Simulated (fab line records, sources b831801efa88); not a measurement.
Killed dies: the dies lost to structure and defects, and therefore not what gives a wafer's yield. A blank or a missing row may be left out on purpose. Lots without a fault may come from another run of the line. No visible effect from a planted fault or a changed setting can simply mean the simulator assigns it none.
Chamber matching    flow sky130    cmp-02 running SKY_FIELD_ISO_CMP_27: 4 sister chambers
The step polishes, stops on Si3N4, t overpolish 16 s, target thk 457.8 nm. 8 wafers are shown with their chamber, then 8 later ones without.

WAFERS, EACH WITH ITS CHAMBER
wafer   chamber  motor_current_A (A)  time_to_endpoint_s (s)
L818.4  3        11.5                 110
L823.5  0        11.0                 109
L824.2  2        9.7                  109
L824.6  1        12.4                 104
L825.2  2        9.6                  112
L825.5  0        11.1                 110
L825.6  1        12.1                 109
L828.1  3        11.3                 111

WAFERS MISSING THEIR CHAMBER
wafer   motor_current_A (A)  time_to_endpoint_s (s)
L828.3  10.5                 113
L828.4  10.0                 108
L830.1  11.2                 104
L830.2  9.8                  109
L830.6  10.7                 113
L832.1  11.9                 106
L832.2  10.9                 112
L832.3  10.0                 108

EACH ONE'S CHAMBER
wafer    from the rows above       in truth
L828.3   can't be placed: 0 or 2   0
L828.4   2                         2
L830.1   can't be placed: 0 or 3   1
L830.2   2                         2
L830.6   0                         0
L832.1   can't be placed: 1 or 3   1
L832.2   0                         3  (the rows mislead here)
L832.3   2                         2
4 of 8 placed correctly. From these rows, 3 cannot be placed; in 2 the true chamber is one of the candidates. 1 placed wrongly.
How it was worked out, from the rows above alone: a wafer's distance from a chamber is the root of the sum, over the readings, of the square of ((its reading less the chamber's mean) divided by the reading's scatter). The wafer belongs to the nearest chamber; if the next one is less than 2 further off, it can't be placed. Each chamber's mean is taken over the wafers shown for it. The scatter: the root of (the sum of the squares of (reading less its chamber's mean) over the shown wafers, divided by (wafers less chambers)).
